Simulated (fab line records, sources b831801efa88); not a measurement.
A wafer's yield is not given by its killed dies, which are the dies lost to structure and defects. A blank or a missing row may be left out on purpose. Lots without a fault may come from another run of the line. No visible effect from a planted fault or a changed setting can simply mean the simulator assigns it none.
fab line records	flow gf180mcu
[record] lots = 24	wafers = 72	last_day = 34
route steps=602 shown V3@434 M4@471 V4@480 TOP_METAL@569
lots with no fault: from the same line, run without faults
start_h: hours from the record's opening day to when the first of the lot's shown wafers began	wait_h: time in hours since the lot's previous step	" same as the row above	L1.1+2: one row covering several wafers at once	- value missing, or start not given	* or withheld: withheld	< > ~ a bound
route shown NAME@n: NAME is a module with steps in the file, n the number in the route of the first one	usual: mean/standard deviation taken from wafers without a fault	same: alike in all rows	chamber/n: place in a boat	sites: each site's reading	_std_site: the values' standard deviation	_edge_site: inner sites' mean taken away from outer sites' mean	radius_mm: how far each site lies from the wafer's centre	mask NAME#n: copy n	behind: the tool/chamber that last shaped the wafer	hold: reason for holding the lot/hours on hold/outcome of the hold	device: transistor that didn't switch, given as n, p or np	end of line: the tests these same wafers got at the end of their route	a step without rows: its recipe alone	killed: count of dies lost to structure and defects at first sort (not the wafer's yield)	map: dies across one wafer; x = killed, . = not, _ = none there
set.NAME: the setting the step ran with; set.NAME@STEP: the setting that earlier step ran with	model.NAME: the simulator's own value behind a step, which no gauge read
route steps across a sampled set of lots; one table per step, one row per wafer
services: a tool's chamber out of use, with start hour (start_h, from the record's first day; less than 0 if before it), hours out, and reason
[[steps]]
[step GF_V3_BOW_MEAS_05]
[recipe] mode = bow
[usual] V3_BOW = 116/8
lot.wafer	tool	chamber	start_h	wait_h	V3_BOW[um]
L074.1	film_metro-01	-	488.74	0.2	124
L074.2	"	-	"	"	116
L074.6	"	-	"	"	137
L075.1	film_metro-04	-	497.34	0.1	123
L075.2	"	-	"	"	128
L075.4	"	-	"	"	112
L076.2	film_metro-01	-	503.63	0.3	113
L076.3	"	-	"	"	106
L076.4	"	-	"	"	111
L077.1	film_metro-04	-	515.96	0.2	115
L077.2	"	-	"	"	120
L077.3	"	-	"	"	111
L078.4	film_metro-03	-	534.21	0.2	121
L078.5	"	-	"	"	118
L078.6	"	-	"	"	122
L079.1	film_metro-04	-	540.93	0.1	111
L079.4	"	-	"	"	111
L079.5	"	-	"	"	116
L080.2	film_metro-03	-	547.80	0.2	115
L080.5	"	-	"	"	115
L080.6	"	-	"	"	112
L081.2	film_metro-03	-	555.22	0.3	114
L081.3	"	-	"	"	125
L081.4	"	-	"	"	126
L082.1	film_metro-04	-	562.72	0.2	131
L082.3	"	-	"	"	121
L082.6	"	-	"	"	120
L083.1	film_metro-04	-	578.33	0.2	122
L083.4	"	-	"	"	114
L083.5	"	-	"	"	112
L084.2	film_metro-03	-	586.70	0.2	104
L084.5	"	-	"	"	110
L084.6	"	-	"	"	113
L085.1	film_metro-01	-	592.92	0.2	117
L085.5	"	-	"	"	119
L085.6	"	-	"	"	119
L086.1	film_metro-04	-	601.64	0.2	103
L086.4	"	-	"	"	104
L086.5	"	-	"	"	105
L087.2	film_metro-04	-	605.05	0.2	113
L087.3	"	-	"	"	102
L087.4	"	-	"	"	102
L088.3	film_metro-01	-	605.29	0.3	113
L088.4	"	-	"	"	113
L088.6	"	-	"	"	104
L089.1	film_metro-04	-	618.42	0.2	121
L089.2	"	-	"	"	124
L089.6	"	-	"	"	121
L090.2	film_metro-01	-	622.68	0.3	115
L090.5	"	-	"	"	120
L090.6	"	-	"	"	116
L091.1	film_metro-04	-	631.57	0.2	114
L091.4	"	-	"	"	105
L091.5	"	-	"	"	124
L092.3	film_metro-04	-	636.83	0.2	120
L092.5	"	-	"	"	131
L092.6	"	-	"	"	137
L093.2	film_metro-01	-	641.38	0.2	122
L093.3	"	-	"	"	119
L093.5	"	-	"	"	121
L094.2	film_metro-03	-	647.51	0.1	123
L094.5	"	-	"	"	118
L094.6	"	-	"	"	114
L095.1	film_metro-03	-	657.35	0.1	121
L095.2	"	-	"	"	112
L095.3	"	-	"	"	115
L096.3	film_metro-01	-	661.59	0.3	117
L096.4	"	-	"	"	112
L096.6	"	-	"	"	111
L097.1	film_metro-03	-	671.52	0.1	124
L097.4	"	-	"	"	103
L097.6	"	-	"	"	133
[step GF_M4_OVL_MEAS_15]
[usual] M4_OVL = -2/5.1
lot.wafer	tool	chamber	start_h	wait_h	M4_OVL[nm]
L074.1	overlay-02	-	537.30	0.1	0
L074.2	"	-	"	"	-9
L074.6	"	-	"	"	-4
L075.1	overlay-01	-	545.90	0.1	1
L075.2	"	-	"	"	-6
L075.4	"	-	"	"	-7
L076.2	overlay-01	-	551.25	0.1	-2
L076.3	"	-	"	"	-5
L076.4	"	-	"	"	2
L077.1	overlay-02	-	562.39	0.1	5
L077.2	"	-	"	"	-2
L077.3	"	-	"	"	9
L078.4	overlay-01	-	579.81	0.1	-2
L078.5	"	-	"	"	-6
L078.6	"	-	"	"	-4
L079.1	overlay-02	-	586.74	0.1	-7
L079.4	"	-	"	"	8
L079.5	"	-	"	"	2
L080.2	overlay-02	-	593.15	0.1	-7
L080.5	"	-	"	"	-2
L080.6	"	-	"	"	-4
L081.2	overlay-02	-	600.75	0.1	-4
L081.3	"	-	"	"	-11
L081.4	"	-	"	"	-5
L082.1	overlay-02	-	606.55	0.1	-7
L082.3	"	-	"	"	-4
L082.6	"	-	"	"	3
L083.1	overlay-02	-	622.39	0.1	-2
L083.4	"	-	"	"	-2
L083.5	"	-	"	"	-1
L084.2	overlay-01	-	630.69	0.1	4
L084.5	"	-	"	"	-10
L084.6	"	-	"	"	5
L085.1	overlay-01	-	636.56	0.1	-6
L085.5	"	-	"	"	-7
L085.6	"	-	"	"	0
L086.1	overlay-02	-	643.79	0.1	-7
L086.4	"	-	"	"	-21
L086.5	"	-	"	"	0
L087.2	overlay-02	-	646.59	0.1	3
L087.3	"	-	"	"	-2
L087.4	"	-	"	"	2
L088.3	overlay-01	-	647.47	0.1	0
L088.4	"	-	"	"	-2
L088.6	"	-	"	"	3
L089.1	overlay-01	-	659.84	0.1	-2
L089.2	"	-	"	"	3
L089.6	"	-	"	"	7
L090.2	overlay-01	-	664.01	0.1	-8
L090.5	"	-	"	"	-5
L090.6	"	-	"	"	-5
L091.1	overlay-01	-	673.94	0.1	-2
L091.4	"	-	"	"	-7
L091.5	"	-	"	"	4
L092.3	overlay-01	-	677.90	0.1	0
L092.5	"	-	"	"	3
L092.6	"	-	"	"	6
L093.2	overlay-02	-	681.54	0.1	-4
L093.3	"	-	"	"	1
L093.5	"	-	"	"	3
L094.2	overlay-02	-	687.64	0.1	-5
L094.5	"	-	"	"	-2
L094.6	"	-	"	"	-2
L095.1	overlay-02	-	696.59	0.1	6
L095.2	"	-	"	"	10
L095.3	"	-	"	"	2
L096.3	overlay-01	-	700.37	0.1	-8
L096.4	"	-	"	"	-9
L096.6	"	-	"	"	-12
L097.1	overlay-02	-	710.94	0.1	-3
L097.4	"	-	"	"	-9
L097.6	"	-	"	"	-2
[step GF_V4_CMP_04]
[recipe] material = SiO2	down_force_psi = 4	platen_rpm = 60	pad_velocity_m_s = 0.94248
[usual] motor_current_A = 12.8/1.3	time_to_endpoint_s = 78/6.5
lot.wafer	tool	chamber	start_h	wait_h	motor_current_A	time_to_endpoint_s
L074.2	cmp-02	2	538.24	0.0	13.7	76
L074.1	"	3	"	"	12.3	69
L074.6	"	2	"	"	13.4	73
L075.2	cmp-02	1	546.86	0.0	12.2	82
L075.1	"	3	"	"	12.8	69
L075.4	"	0	"	"	12.1	88
L076.4	cmp-02	3	554.51	0.0	12.8	71
L076.3	"	0	"	"	12.6	74
L076.2	"	2	"	"	14.2	76
L077.2	cmp-01	1	563.42	0.0	11.9	88
L077.3	"	2	"	"	11.5	78
L077.1	"	0	"	"	12.1	79
L078.4	cmp-02	3	581.00	0.2	11.9	73
L078.6	"	0	"	"	12.3	81
L078.5	"	1	"	"	12.0	77
L079.4	cmp-01	0	587.83	0.0	12.2	90
L079.1	"	2	"	"	11.6	74
L079.5	"	0	"	"	12.7	85
L080.2	cmp-02	0	594.17	0.1	12.6	79
L080.6	"	3	"	"	12.5	79
L080.5	"	0	"	"	12.4	85
L081.2	cmp-02	3	601.83	0.0	12.3	71
L081.4	"	0	"	"	12.0	75
L081.3	"	1	"	"	12.7	79
L082.1	cmp-02	0	607.60	0.1	12.3	75
L082.3	"	1	"	"	11.4	87
L082.6	"	0	"	"	13.0	82
L083.1	cmp-01	2	623.45	0.1	11.6	63
L083.4	"	3	"	"	16.3	82
L083.5	"	0	"	"	12.0	77
L084.2	cmp-01	1	631.78	0.2	11.8	85
L084.6	"	2	"	"	11.8	69
L084.5	"	3	"	"	15.8	88
L085.1	cmp-01	2	637.60	0.1	12.1	63
L085.5	"	0	"	"	12.2	73
L085.6	"	1	"	"	11.9	81
L086.1	cmp-02	2	644.78	0.1	14.2	73
L086.4	"	0	"	"	12.5	75
L086.5	"	1	"	"	12.1	78
L087.4	cmp-01	0	647.53	0.0	11.9	78
L087.3	"	2	"	"	11.5	69
L087.2	"	3	"	"	16.2	72
L088.3	cmp-02	1	648.45	0.1	12.4	78
L088.4	"	3	"	"	12.6	73
L088.6	"	0	"	"	12.5	78
L089.1	cmp-02	2	660.89	0.1	14.1	72
L089.2	"	1	"	"	12.5	77
L089.6	"	2	"	"	14.2	79
L090.2	cmp-01	1	664.99	0.0	11.9	90
L090.6	"	1	"	"	12.5	85
L090.5	"	2	"	"	11.6	73
L091.4	cmp-02	0	674.93	0.1	12.9	76
L091.1	"	1	"	"	12.7	76
L091.5	"	3	"	"	12.4	73
L092.3	cmp-01	1	679.05	0.2	12.2	82
L092.5	"	0	"	"	12.2	84
L092.6	"	1	"	"	11.9	86
L093.3	cmp-01	1	682.91	0.0	11.6	86
L093.2	"	2	"	"	11.9	75
L093.5	"	1	"	"	12.0	88
L094.2	cmp-01	1	689.23	0.2	11.6	90
L094.5	"	3	"	"	16.0	91
L094.6	"	0	"	"	12.2	87
L095.1	cmp-02	1	697.88	0.1	12.8	77
L095.2	"	2	"	"	14.3	75
L095.3	"	0	"	"	12.6	69
L096.4	cmp-01	2	701.37	0.0	11.9	74
L096.3	"	0	"	"	12.3	74
L096.6	"	2	"	"	12.4	75
L097.1	cmp-02	0	712.08	0.1	12.4	74
L097.4	"	2	"	"	13.7	81
L097.6	"	0	"	"	11.9	78
[step GF_V4_OVL_MEAS_15]
[usual] V4_OVL = -3/5.3
lot.wafer	tool	chamber	start_h	wait_h	V4_OVL[nm]
L074.1	overlay-02	-	560.84	0.1	5
L074.2	"	-	"	"	-5
L074.6	"	-	"	"	-3
L075.1	overlay-02	-	569.64	0.1	-6
L075.2	"	-	"	"	-4
L075.4	"	-	"	"	0
L076.2	overlay-02	-	576.43	0.1	0
L076.3	"	-	"	"	0
L076.4	"	-	"	"	5
L077.1	overlay-01	-	585.45	0.1	1
L077.2	"	-	"	"	-2
L077.3	"	-	"	"	-2
L078.4	overlay-02	-	602.81	0.1	8
L078.5	"	-	"	"	1
L078.6	"	-	"	"	3
L079.1	overlay-01	-	609.59	0.1	0
L079.4	"	-	"	"	1
L079.5	"	-	"	"	-5
L080.2	overlay-01	-	615.28	0.1	7
L080.5	"	-	"	"	5
L080.6	"	-	"	"	-4
L081.2	overlay-01	-	623.65	0.1	5
L081.3	"	-	"	"	-10
L081.4	"	-	"	"	-10
L082.1	overlay-02	-	629.33	0.1	-4
L082.3	"	-	"	"	-4
L082.6	"	-	"	"	-6
L083.1	overlay-01	-	643.29	0.1	-1
L083.4	"	-	"	"	-1
L083.5	"	-	"	"	-5
L084.2	overlay-01	-	652.55	0.1	7
L084.5	"	-	"	"	9
L084.6	"	-	"	"	1
L085.1	overlay-01	-	658.13	0.1	2
L085.5	"	-	"	"	2
L085.6	"	-	"	"	-4
L086.1	overlay-01	-	664.83	0.1	-14
L086.4	"	-	"	"	-4
L086.5	"	-	"	"	-4
L087.2	overlay-02	-	667.59	0.1	-4
L087.3	"	-	"	"	-5
L087.4	"	-	"	"	-6
L088.3	overlay-02	-	667.95	0.1	-14
L088.4	"	-	"	"	-7
L088.6	"	-	"	"	-10
L089.1	overlay-02	-	679.99	0.1	-6
L089.2	"	-	"	"	-8
L089.6	"	-	"	"	-6
L090.2	overlay-02	-	684.49	0.1	-6
L090.5	"	-	"	"	-6
L090.6	"	-	"	"	-7
L091.1	overlay-01	-	694.23	0.1	-11
L091.4	"	-	"	"	-7
L091.5	"	-	"	"	4
L092.3	overlay-02	-	698.16	0.1	-12
L092.5	"	-	"	"	-9
L092.6	"	-	"	"	-8
L093.2	overlay-02	-	701.65	0.1	-2
L093.3	"	-	"	"	-2
L093.5	"	-	"	"	-1
L094.2	overlay-02	-	708.05	0.1	5
L094.5	"	-	"	"	-2
L094.6	"	-	"	"	1
L095.1	overlay-02	-	716.83	0.1	-6
L095.2	"	-	"	"	-15
L095.3	"	-	"	"	-12
L096.3	overlay-01	-	720.29	0.1	3
L096.4	"	-	"	"	-10
L096.6	"	-	"	"	-4
L097.1	overlay-01	-	730.78	0.1	-8
L097.4	"	-	"	"	0
L097.6	"	-	"	"	-1
[step GF_V4_SPUTTER_22]
[recipe] material = TiN	target_thk_nm = 10	chamber_pressure_pa = 5	power_w = 4000	time_s = 40
[usual] throttle_valve_pct = 29.9/0.43
lot.wafer	tool	chamber	start_h	wait_h	throttle_valve_pct
L074.1	pvd_sputter-02	-	561.76	0.0	30.2
L074.2	"	-	"	"	30.1
L074.6	"	-	"	"	29.2
L075.1	pvd_sputter-03	-	570.43	0.0	29.6
L075.2	"	-	"	"	29.4
L075.4	"	-	"	"	29.1
L076.2	pvd_sputter-01	-	577.19	0.0	29.8
L076.3	"	-	"	"	29.5
L076.4	"	-	"	"	30.4
L077.1	pvd_sputter-02	-	586.21	0.0	30.0
L077.2	"	-	"	"	30.3
L077.3	"	-	"	"	29.3
L078.4	pvd_sputter-02	-	603.57	0.0	30.4
L078.5	"	-	"	"	29.9
L078.6	"	-	"	"	29.3
L079.1	pvd_sputter-01	-	610.36	0.0	30.5
L079.4	"	-	"	"	29.8
L079.5	"	-	"	"	30.2
L080.2	pvd_sputter-03	-	616.04	0.0	29.0
L080.5	"	-	"	"	28.9
L080.6	"	-	"	"	29.7
L081.2	pvd_sputter-03	-	624.41	0.0	29.5
L081.3	"	-	"	"	29.6
L081.4	"	-	"	"	30.4
L082.1	pvd_sputter-03	-	630.35	0.0	29.6
L082.3	"	-	"	"	29.3
L082.6	"	-	"	"	29.2
L083.1	pvd_sputter-01	-	644.05	0.0	30.3
L083.4	"	-	"	"	29.6
L083.5	"	-	"	"	30.0
L084.2	pvd_sputter-03	-	653.30	0.0	29.7
L084.5	"	-	"	"	29.0
L084.6	"	-	"	"	30.1
L085.1	pvd_sputter-02	-	658.89	0.0	29.4
L085.5	"	-	"	"	29.8
L085.6	"	-	"	"	29.2
L086.1	pvd_sputter-01	-	665.62	0.0	30.4
L086.4	"	-	"	"	30.3
L086.5	"	-	"	"	30.2
L087.2	pvd_sputter-01	-	668.35	0.0	29.7
L087.3	"	-	"	"	30.3
L087.4	"	-	"	"	30.1
L088.3	pvd_sputter-01	-	668.70	0.0	29.8
L088.4	"	-	"	"	30.3
L088.6	"	-	"	"	30.7
L089.1	pvd_sputter-02	-	680.75	0.0	30.0
L089.2	"	-	"	"	29.4
L089.6	"	-	"	"	30.0
L090.2	pvd_sputter-01	-	685.25	0.0	30.4
L090.5	"	-	"	"	30.4
L090.6	"	-	"	"	29.6
L091.1	pvd_sputter-02	-	694.99	0.0	30.3
L091.4	"	-	"	"	29.3
L091.5	"	-	"	"	29.4
L092.3	pvd_sputter-01	-	698.90	0.0	30.3
L092.5	"	-	"	"	29.6
L092.6	"	-	"	"	30.1
L093.2	pvd_sputter-02	-	702.50	0.0	29.1
L093.3	"	-	"	"	30.2
L093.5	"	-	"	"	29.2
L094.2	pvd_sputter-02	-	708.81	0.0	30.0
L094.5	"	-	"	"	30.0
L094.6	"	-	"	"	30.2
L095.1	pvd_sputter-01	-	717.59	0.0	30.5
L095.2	"	-	"	"	29.8
L095.3	"	-	"	"	30.0
L096.3	pvd_sputter-01	-	721.04	0.0	29.7
L096.4	"	-	"	"	30.3
L096.6	"	-	"	"	30.1
L097.1	pvd_sputter-01	-	731.54	0.0	29.8
L097.4	"	-	"	"	30.4
L097.6	"	-	"	"	29.8
[step GF_TOP_METAL_SPUTTER_02]
[recipe] material = AlCu	target_thk_nm = 900	power_w = 10600	chamber_pressure_pa = 0.3	substrate_temp_c = 250	gas = Ar	time_s = 47.82
[usual] throttle_valve_pct = 30.3/0.77
lot.wafer	tool	chamber	start_h	wait_h	throttle_valve_pct
L074.1	pvd_sputter-01	-	629.54	0.0	29.7
L074.2	"	-	"	"	30.1
L074.6	"	-	"	"	30.5
L075.1	pvd_sputter-01	-	636.55	0.0	30.2
L075.2	"	-	"	"	29.8
L075.4	"	-	"	"	30.4
L076.2	pvd_sputter-03	-	642.78	0.0	29.1
L076.3	"	-	"	"	30.1
L076.4	"	-	"	"	29.7
L077.1	pvd_sputter-01	-	652.86	0.0	30.6
L077.2	"	-	"	"	30.1
L077.3	"	-	"	"	30.2
L078.4	pvd_sputter-04	-	667.52	0.0	30.9
L078.5	"	-	"	"	31.1
L078.6	"	-	"	"	30.8
L079.1	pvd_sputter-04	-	674.44	0.0	30.9
L079.4	"	-	"	"	30.7
L079.5	"	-	"	"	31.7
L080.2	pvd_sputter-03	-	679.32	0.0	29.8
L080.5	"	-	"	"	29.5
L080.6	"	-	"	"	29.5
L081.2	pvd_sputter-04	-	687.16	0.0	30.8
L081.3	"	-	"	"	30.7
L081.4	"	-	"	"	32.0
L082.1	pvd_sputter-03	-	692.80	0.0	29.7
L082.3	"	-	"	"	29.2
L082.6	"	-	"	"	29.3
L083.1	pvd_sputter-04	-	705.61	0.0	31.3
L083.4	"	-	"	"	31.9
L083.5	"	-	"	"	30.7
L084.2	pvd_sputter-04	-	714.49	0.0	30.5
L084.5	"	-	"	"	31.0
L084.6	"	-	"	"	30.9
L085.1	pvd_sputter-01	-	719.95	0.0	30.3
L085.5	"	-	"	"	30.1
L085.6	"	-	"	"	30.5
L086.1	pvd_sputter-03	-	724.41	0.0	30.3
L086.4	"	-	"	"	29.7
L086.5	"	-	"	"	29.6
L087.2	pvd_sputter-03	-	727.67	0.0	29.7
L087.3	"	-	"	"	29.1
L087.4	"	-	"	"	29.4
L088.3	pvd_sputter-01	-	728.35	0.0	30.5
L088.4	"	-	"	"	29.8
L088.6	"	-	"	"	30.3
L089.1	pvd_sputter-04	-	740.13	0.0	30.7
L089.2	"	-	"	"	30.7
L089.6	"	-	"	"	31.2
L090.2	pvd_sputter-03	-	743.10	0.0	29.0
L090.5	"	-	"	"	29.4
L090.6	"	-	"	"	29.9
L091.1	pvd_sputter-04	-	752.79	0.0	30.6
L091.4	"	-	"	"	32.1
L091.5	"	-	"	"	30.7
L092.3	pvd_sputter-03	-	757.18	0.0	29.8
L092.5	"	-	"	"	30.2
L092.6	"	-	"	"	29.5
L093.2	pvd_sputter-03	-	760.89	0.0	29.7
L093.3	"	-	"	"	29.6
L093.5	"	-	"	"	29.8
L094.2	pvd_sputter-04	-	764.72	0.0	30.6
L094.5	"	-	"	"	31.9
L094.6	"	-	"	"	30.8
L095.1	pvd_sputter-01	-	773.02	0.0	30.1
L095.2	"	-	"	"	30.5
L095.3	"	-	"	"	30.4
L096.3	pvd_sputter-04	-	775.96	0.0	30.8
L096.4	"	-	"	"	30.9
L096.6	"	-	"	"	30.9
L097.1	pvd_sputter-03	-	785.38	0.0	30.1
L097.4	"	-	"	"	29.5
L097.6	"	-	"	"	30.5
[[services]]
tool	chamber	start_h	hours	kind
pvd_sputter-01	-	526.01	9.5	repair
cmp-02	-	527.60	2.9	repair
cmp-02	-	529.61	3.0	repair
cmp-01	-	535.98	4.0	repair
cmp-01	-	540.07	2.2	repair
cmp-02	-	547.31	1.2	repair
cmp-01	-	548.49	3.3	pm
pvd_sputter-04	-	549.83	3.3	repair
cmp-02	-	568.69	3.3	repair
pvd_sputter-04	-	571.33	2.6	repair
cmp-01	-	577.85	4.0	pm
pvd_sputter-01	-	597.20	0.5	repair
pvd_sputter-04	-	650.03	1.9	repair
pvd_sputter-03	-	659.74	18.3	repair
cmp-02	-	669.33	5.5	pm
cmp-01	-	683.51	5.6	pm
pvd_sputter-03	-	685.37	5.2	repair
pvd_sputter-01	-	692.24	1.7	repair
cmp-02	-	699.16	1.6	repair
cmp-02	-	710.92	0.2	repair
pvd_sputter-04	-	725.88	1.5	repair
cmp-02	-	740.93	3.3	repair
pvd_sputter-01	-	747.52	2.0	repair
cmp-02	-	752.00	4.0	pm
[[key]]
fault none
